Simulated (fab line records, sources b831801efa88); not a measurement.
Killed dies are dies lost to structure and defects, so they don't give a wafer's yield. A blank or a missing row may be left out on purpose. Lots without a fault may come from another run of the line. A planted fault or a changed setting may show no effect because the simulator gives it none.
Which tool did it? | flow gf180mcu | 6 lots, 18 wafers sampled, at 4 steps of a route of 602

WHAT THE GAUGES READ, wafer by wafer
GF_V5_THK_MEAS_03.
lot  | measured     | on            | V5_CVD_02_THK (nm)
L345 | day 26 07:28 | film_metro-02 | 1459 1442 1478
L348 | day 27 22:10 | film_metro-01 | 1434 1453 1483
L353 | day 29 08:58 | film_metro-04 | 1437 1432 1405
L355 | day 29 21:58 | film_metro-04 | 1461 1465 1486
L357 | day 30 07:38 | film_metro-04 | 1491 1472 1514
L360 | day 31 07:01 | film_metro-04 | 1454 1423 1418

WHICH TOOL RAN EACH LOT (tool, then ch and the chambers of the sampled wafers, then the start)
lot  | GF_NWELL_IMPLANT_08            | GF_M4_METAL_ETCH_16               | GF_V5_CVD_02
L345 | implanter-04 ch 0, day 3 06:13 | rie_metal-04 ch 0,1, day 23 09:49 | pecvd-04 ch 0,1,2, day 26 07:20
L348 | implanter-04 ch 0, day 4 08:38 | rie_metal-01 ch 1, day 25 03:02   | pecvd-03 ch 1,2, day 27 22:03
L353 | implanter-04 ch 0, day 5 10:11 | rie_metal-01 ch 0,1, day 26 16:46 | pecvd-02 ch 0,1,2, day 29 08:51
L355 | implanter-04 ch 0, day 5 21:33 | rie_metal-04 ch 0,1, day 27 08:14 | pecvd-04 ch 0,2, day 29 21:52
L357 | implanter-04 ch 0, day 6 06:46 | rie_metal-04 ch 0,1, day 27 17:53 | pecvd-04 ch 0,1, day 30 07:31
L360 | implanter-04 ch 0, day 7 03:29 | rie_metal-02 ch 0,1, day 28 18:44 | pecvd-02 ch 0,1,2, day 31 06:55
- GF_NWELL_IMPLANT_08
- GF_M4_METAL_ETCH_16: etches the open film in Cl2/BCl3, stops on SiO2, target depth 627.5 nm, time 104.6 s.
- GF_V5_CVD_02: deposits SiO2 from TEOS, target thk 1450 nm, time 163.28 s.

THE ANSWER, worked out from the rows above alone
Rule: what is usual is taken from the lots themselves. Put in order of their means at a reading, lots are off if they are a third of the lots or fewer, leave a main group of 4 or more, and stand apart from it by a gap of 3 or more times the standard deviation of the main group's means; of several such gaps the widest counts. A main group whose means are all the same, to the digits that the tables above print for the reading, isn't used. A lot without any number at a reading at which 4 lots or more have one is off too. The other lots that the step has rows for count as sound.
No lot is off at any reading shown: from this, nothing can be told.

WHAT THE SIMULATOR HAD PUT IN
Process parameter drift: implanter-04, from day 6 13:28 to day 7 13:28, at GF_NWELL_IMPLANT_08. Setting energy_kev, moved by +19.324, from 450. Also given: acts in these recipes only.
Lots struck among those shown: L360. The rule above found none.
